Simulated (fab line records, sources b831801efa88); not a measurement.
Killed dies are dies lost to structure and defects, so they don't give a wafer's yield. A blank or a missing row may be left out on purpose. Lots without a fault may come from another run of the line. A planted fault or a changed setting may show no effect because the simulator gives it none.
A struck lot beside a sound one | flow gf180mcu | 14 steps out of a route of 602
Sound: wafers L142.1, L142.2, L142.5. Struck: wafers L155.3, L155.5, L155.6. The cause comes at the end.
At each step with rows: each side's tool, then ch and its chambers, then its first start. Under that, the readings that differ: sound wafers | struck wafers | difference of the means | sigmas: that difference in standard deviations of wafers without a fault.
alike: readings whose means differ by less than 2 such deviations, and words and numbers that are the same on both sides. not compared: withheld readings, readings that some wafer has no value for, bounds like >300 that may hide the same value, and numbers for which the record gives no deviation and whose values overlap.
The two part at a step that has a row with sigmas, a row that says differs or no value, or rows on one side only. Numbers that don't overlap but have no deviation are shown without sigmas and don't part them. A reading that every wafer of one side lacks parts them only if that side has two wafers or more.

GF_V3_CMP_26: polishes, stops on SiO2, t overpolish 15.76 s, target thk 0 nm.
  sound on cmp-02 ch 1,3, day 23 20:03; struck on cmp-01 ch 1,2,3, day 28 07:47
  alike: motor_current_A, overpolish_run_s, time_to_endpoint_s
GF_M4_SPUTTER_00: material Ti, target thk 37.5 nm, time 150 s.
  sound on pvd_sputter-01, day 23 20:18; struck on pvd_sputter-04, day 28 07:59
  alike: cathode_dc_power_W, throttle_valve_pct
GF_M4_SPUTTER_01: material TiN, target thk 30 nm, time 25 s.
  sound on pvd_sputter-01, day 23 20:24; struck on pvd_sputter-04, day 28 08:05
  alike: cathode_dc_power_W, throttle_valve_pct
GF_M4_SPUTTER_02: material AlCu, target thk 450 nm, time 23.9 s.
  sound on pvd_sputter-01, day 23 20:26; struck on pvd_sputter-04, day 28 08:07
  alike: cathode_dc_power_W, throttle_valve_pct
GF_M4_SPUTTER_03: material Ti, target thk 10 nm, time 6.7 s.
  sound on pvd_sputter-01, day 23 20:28; struck on pvd_sputter-04, day 28 08:08
  alike: cathode_dc_power_W, throttle_valve_pct
then, 1 step without rows for these wafers: GF_M4_SPUTTER_04 (material TiN, target thk 50 nm, time 41.7 s).
GF_M4_RS_MEAS_05: measures by four-point-probe.
  sound on film_metro-02, day 23 20:31; struck on film_metro-04, day 28 08:14
  alike: M4_ALCU_RS
GF_M4_THK_MEAS_06: measures by xrf.
  sound on film_metro-02, day 23 20:38; struck on film_metro-04, day 28 08:20
  alike: M4_ALCU_THK
then, 4 steps without rows for these wafers: GF_M4_DEHYDRATE_07 (time 60 s); GF_M4_HMDS_08 (prime time 60 s); GF_M4_COAT_09 (resist thk 1000 nm); GF_M4_SOFTBAKE_10 (time 60 s).
GF_M4_EXPOSE_11: exposes mask Metal4, target cd 280 nm.
  sound on krf_scanner-02 ch 0, day 24 08:16; struck on krf_scanner-02, day 28 18:21
  no value came back on the struck wafers for exposure_dose_mJ_cm2, focus_offset_nm (nm), sigma_outer; on the sound wafers exposure_dose_mJ_cm2 reads 27.96 27.97 27.99
  alike: mask
then, 1 step without rows for these wafers: GF_M4_PEB_12 (peb time 90 s).

WHERE THEY PART
Only at GF_M4_EXPOSE_11, within this record.

WHY: what the simulator had put in
Skipped step whole: krf_scanner-02, from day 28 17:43 on, at GF_M4_EXPOSE_11. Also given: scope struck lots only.
